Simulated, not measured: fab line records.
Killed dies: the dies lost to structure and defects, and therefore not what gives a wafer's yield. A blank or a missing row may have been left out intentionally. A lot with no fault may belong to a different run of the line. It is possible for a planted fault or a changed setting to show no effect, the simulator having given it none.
fab line records	flow sky130	part 2 of 2: steps 27 to 35 of 35
[record] lots = 5	wafers = 15	last-day = 49
route steps=708 shown CONTACT@410 METAL1@434
lots with no fault: from the same line, run without faults
start-h: start of the lot's first displayed wafer, in hours after the record's first day	wait-h: time in hours since the lot's previous step	" as in the row above	L1.1+2: a single row standing in for several wafers	- no value present, or no start provided	* or withheld: withheld	< > ~ a bound
route shown NAME@n: a module of which the file shows steps, and the number in the route of the first	usual: the fault-free wafers' mean and standard deviation	same: alike in all rows	chamber/n: place in a boat	sites: the reading at each site	_std_site: standard deviation of those values	_edge_site: inner sites' mean taken away from outer sites' mean	radius-mm: for every site, how far away it sits from the centre of the wafer	mask NAME#n: copy n	behind: the most recent tool/chamber to have shaped the wafer	hold: why the lot was held/for how many hours/how that ended	device: the n, p or np transistor that did not switch	end of line: the route-end tests of the same wafers	for a step that has no rows: nothing shown but its recipe	killed: the dies lost at the first sort to structure and to defects; this is not the yield of the wafer	map: the dies of a wafer, with x for killed, . for not killed, _ for no die there
set.NAME: setting as actually run; set.NAME@STEP: the setting as run at that earlier step	model.NAME: the simulator's own value behind a step, which no gauge read
a table for each step, a row for each wafer; lots at some steps of the route
services: when a tool's chamber went out of use (start-h, in hours from the record's first day, below 0 if earlier), for how many hours, and the reason
[[steps]]
[step SKY_METAL1_SPUTTER_02]
[recipe] material = AlCu	target-thk-nm = 250	power-w = 10600	time-s = 13.3	chamber-pressure-pa = 0.4
[usual] throttle-valve-pct = 30.4/1.2
lot.wafer	tool	chamber	start-h	wait-h	throttle-valve-pct
L074.2	pvd-sputter-04	-	783.53	0.0	28.5
L074.4	"	-	"	"	30.8
L074.6	"	-	"	"	28.7
L083.1	pvd-sputter-01	-	819.54	0.0	31.9
L083.2	"	-	"	"	30.6
L083.4	"	-	"	"	29.8
L088.1	pvd-sputter-02	-	849.61	0.0	30.7
L088.4	"	-	"	"	29.3
L088.5	"	-	"	"	29.4
L089.4	pvd-sputter-04	-	858.08	0.0	31.6
L089.5	"	-	"	"	28.3
L089.6	"	-	"	"	28.4
L090.3	pvd-sputter-01	-	872.58	0.0	30.8
L090.4	"	-	"	"	29.7
L090.5	"	-	"	"	29.7
[step SKY_METAL1_SPUTTER_03]
[recipe] material = Ti	target-thk-nm = 5	power-w = 3000	time-s = 3.3	chamber-pressure-pa = 0.4
[usual] throttle-valve-pct = 30.3/1.2
lot.wafer	tool	chamber	start-h	wait-h	throttle-valve-pct
L074.2	pvd-sputter-04	-	783.56	0.0	28.4
L074.4	"	-	"	"	30.9
L074.6	"	-	"	"	28.8
L083.1	pvd-sputter-01	-	819.56	0.0	31.9
L083.2	"	-	"	"	30.9
L083.4	"	-	"	"	29.6
L088.1	pvd-sputter-02	-	849.64	0.0	31.0
L088.4	"	-	"	"	29.4
L088.5	"	-	"	"	29.0
L089.4	pvd-sputter-04	-	858.10	0.0	31.5
L089.5	"	-	"	"	28.6
L089.6	"	-	"	"	28.7
L090.3	pvd-sputter-01	-	872.61	0.0	30.9
L090.4	"	-	"	"	29.6
L090.5	"	-	"	"	29.6
[step SKY_METAL1_SPUTTER_04]
[recipe] material = TiN	target-thk-nm = 70	power-w = 6500	time-s = 58.3	chamber-pressure-pa = 0.4
[usual] throttle-valve-pct = 30.4/1.2
lot.wafer	tool	chamber	start-h	wait-h	throttle-valve-pct
L074.2	pvd-sputter-04	-	783.58	0.0	28.6
L074.4	"	-	"	"	30.9
L074.6	"	-	"	"	28.6
L083.1	pvd-sputter-01	-	819.58	0.0	31.9
L083.2	"	-	"	"	31.2
L083.4	"	-	"	"	29.6
L088.1	pvd-sputter-02	-	849.66	0.0	30.8
L088.4	"	-	"	"	29.7
L088.5	"	-	"	"	29.4
L089.4	pvd-sputter-04	-	858.12	0.0	31.9
L089.5	"	-	"	"	28.6
L089.6	"	-	"	"	28.6
L090.3	pvd-sputter-01	-	872.63	0.0	30.8
L090.4	"	-	"	"	29.6
L090.5	"	-	"	"	29.8
[step SKY_METAL1_RS_MEAS_05]
[recipe] thk-meas-gauge = four-point-probe	reads = TiN_of_METAL1_SPUTTER_04+Ti_of_METAL1_SPUTTER_03+AlCu_of_METAL1_SPUTTER_02+TiN_of_METAL1_SPUTTER_01+Ti_of_METAL1_SPUTTER_00
[usual] METAL1_ALCU_RS = 0.1262/0.0017
lot.wafer	tool	chamber	start-h	wait-h	METAL1_ALCU_RS[ohm/sq]
L074.2	film-metro-03	-	783.64	0.0	0.1256
L074.4	"	-	"	"	0.1241
L074.6	"	-	"	"	0.1249
L083.1	film-metro-01	-	819.63	0.0	0.1279
L083.2	"	-	"	"	0.1285
L083.4	"	-	"	"	0.1269
L088.1	film-metro-03	-	849.70	0.0	0.1280
L088.4	"	-	"	"	0.1273
L088.5	"	-	"	"	0.1281
L089.4	film-metro-03	-	858.23	0.1	0.1217
L089.5	"	-	"	"	0.1235
L089.6	"	-	"	"	0.1233
L090.3	film-metro-02	-	872.71	0.1	0.1272
L090.4	"	-	"	"	0.1267
L090.5	"	-	"	"	0.1266
[step SKY_METAL1_THK_MEAS_06]
[recipe] thk-meas-gauge = xrf	reads = AlCu_of_METAL1_SPUTTER_02
[usual] METAL1_ALCU_THK = 246/3.7
lot.wafer	tool	chamber	start-h	wait-h	METAL1_ALCU_THK[nm]
L074.2	film-metro-03	-	783.75	0.1	248
L074.4	"	-	"	"	251
L074.6	"	-	"	"	248
L083.1	film-metro-01	-	819.75	0.1	243
L083.2	"	-	"	"	240
L083.4	"	-	"	"	244
L088.1	film-metro-03	-	849.82	0.1	241
L088.4	"	-	"	"	245
L088.5	"	-	"	"	243
L089.4	film-metro-03	-	858.32	0.1	256
L089.5	"	-	"	"	250
L089.6	"	-	"	"	251
L090.3	film-metro-02	-	872.81	0.1	243
L090.4	"	-	"	"	243
L090.5	"	-	"	"	243
[step SKY_METAL1_DEHYDRATE_07]
[recipe] temp-c = 200	time-s = 62.18
[usual] plate-sensor-t-centre-C = 201.07/0.01	plate-sensor-t-edge-C = 201.55/0.01	resist-line-temp-C = 22.97/0.1
lot.wafer	tool	chamber	start-h	wait-h	plate-sensor-t-centre-C	plate-sensor-t-edge-C	resist-line-temp-C
L074.2	litho-track-02	0	796.07	12.3	201.08	201.57	23.23
L074.4	"	0	"	"	201.07	201.54	23.06
L074.6	"	0	"	"	201.06	201.53	23.33
L083.1	litho-track-02	0	831.74	12.0	201.07	201.56	23.18
L083.2	"	0	"	"	201.06	201.55	22.99
L083.4	"	0	"	"	201.06	201.55	22.90
L088.1	litho-track-04	0	862.14	12.3	201.05	201.55	22.80
L088.4	"	0	"	"	201.08	201.55	22.84
L088.5	"	0	"	"	201.07	201.56	22.85
L089.4	litho-track-02	0	871.22	12.9	201.07	201.55	22.89
L089.5	"	0	"	"	201.07	201.56	23.04
L089.6	"	0	"	"	201.06	201.56	22.96
L090.3	litho-track-02	0	884.74	11.9	201.08	201.55	23.07
L090.4	"	0	"	"	201.06	201.56	22.94
L090.5	"	0	"	"	201.07	201.54	23.03
[step SKY_METAL1_HMDS_08]
[recipe] prime-time-s = 60	prime-temp-c = 120
[usual] resist-line-temp-C = 23.00/0.097
lot.wafer	tool	chamber	start-h	wait-h	resist-line-temp-C
L074.2	litho-track-02	0	796.22	0.1	23.15
L074.4	"	0	"	"	22.96
L074.6	"	0	"	"	22.90
L083.1	litho-track-02	0	831.89	0.1	23.04
L083.2	"	0	"	"	22.87
L083.4	"	0	"	"	23.04
L088.1	litho-track-04	0	862.29	0.1	23.00
L088.4	"	0	"	"	22.96
L088.5	"	0	"	"	22.98
L089.4	litho-track-02	0	871.37	0.1	23.23
L089.5	"	0	"	"	23.17
L089.6	"	0	"	"	23.07
L090.3	litho-track-02	0	884.89	0.1	22.97
L090.4	"	0	"	"	22.81
L090.5	"	0	"	"	23.02
[step SKY_METAL1_COAT_09]
[recipe] resist = BARC	temp-c = withheld	time-s = withheld	spin-rpm = 3000	resist-thk-nm = 60
[usual] resist-line-temp-C = *
lot.wafer	tool	chamber	start-h	wait-h	resist-line-temp-C
L074.2	litho-track-02	0	796.37	0.1	*
L074.4	"	0	"	"	*
L074.6	"	0	"	"	*
L083.1	litho-track-02	0	832.04	0.1	*
L083.2	"	0	"	"	*
L083.4	"	0	"	"	*
L088.1	litho-track-04	0	862.44	0.1	*
L088.4	"	0	"	"	*
L088.5	"	0	"	"	*
L089.4	litho-track-02	0	871.52	0.1	*
L089.5	"	0	"	"	*
L089.6	"	0	"	"	*
L090.3	litho-track-02	0	885.04	0.1	*
L090.4	"	0	"	"	*
L090.5	"	0	"	"	*
[step SKY_METAL1_COAT_10]
[recipe] resist = KrF-thick	spin-rpm = 3000	resist-thk-nm = 450
[usual] resist-line-temp-C = 23.01/0.11
lot.wafer	tool	chamber	start-h	wait-h	resist-line-temp-C
L074.2	litho-track-02	0	-	-	23.13
L074.4	"	0	"	"	23.12
L074.6	"	0	"	"	23.05
L083.1	litho-track-02	0	-	-	22.98
L083.2	"	0	"	"	23.07
L083.4	"	0	"	"	23.00
L088.1	litho-track-04	0	-	-	22.83
L088.4	"	0	"	"	23.00
L088.5	"	0	"	"	22.86
L089.4	litho-track-02	0	-	-	22.82
L089.5	"	0	"	"	22.95
L089.6	"	0	"	"	22.89
L090.3	litho-track-02	0	-	-	23.03
L090.4	"	0	"	"	22.89
L090.5	"	0	"	"	23.00
[[services]]
tool	chamber	start-h	hours	kind
cvd-w-01	1	734.12	3.4	repair
cmp-02	-	735.17	5.6	pm
pvd-sputter-02	-	735.36	1.2	repair
cmp-02	-	744.44	4.0	pm
rie-diel-03	-	745.81	2.8	pm
krf-scanner-01	-	753.71	4.0	pm
cmp-01	-	766.10	13.0	pm
krf-scanner-01	-	772.83	2.8	repair
wet-bench-04	-	776.98	1.5	repair
pvd-sputter-02	-	783.15	2.0	repair
pvd-sputter-04	-	794.81	6.3	repair
plasma-asher-02	-	795.95	7.0	repair
pvd-sputter-04	-	799.01	3.4	repair
krf-scanner-01	-	802.13	0.8	pm
cmp-02	-	805.63	0.7	repair
krf-scanner-01	-	819.41	1.0	pm
rie-diel-01	-	822.17	1.6	repair
rie-diel-01	-	823.73	0.3	repair
cvd-w-01	0	827.02	6.1	repair
rie-diel-01	0	829.36	2.4	repair
wet-bench-01	-	840.43	2.4	repair
pvd-sputter-01	-	849.05	0.9	repair
pvd-sputter-04	-	862.47	0.6	repair
rie-diel-01	2	862.50	14.0	repair
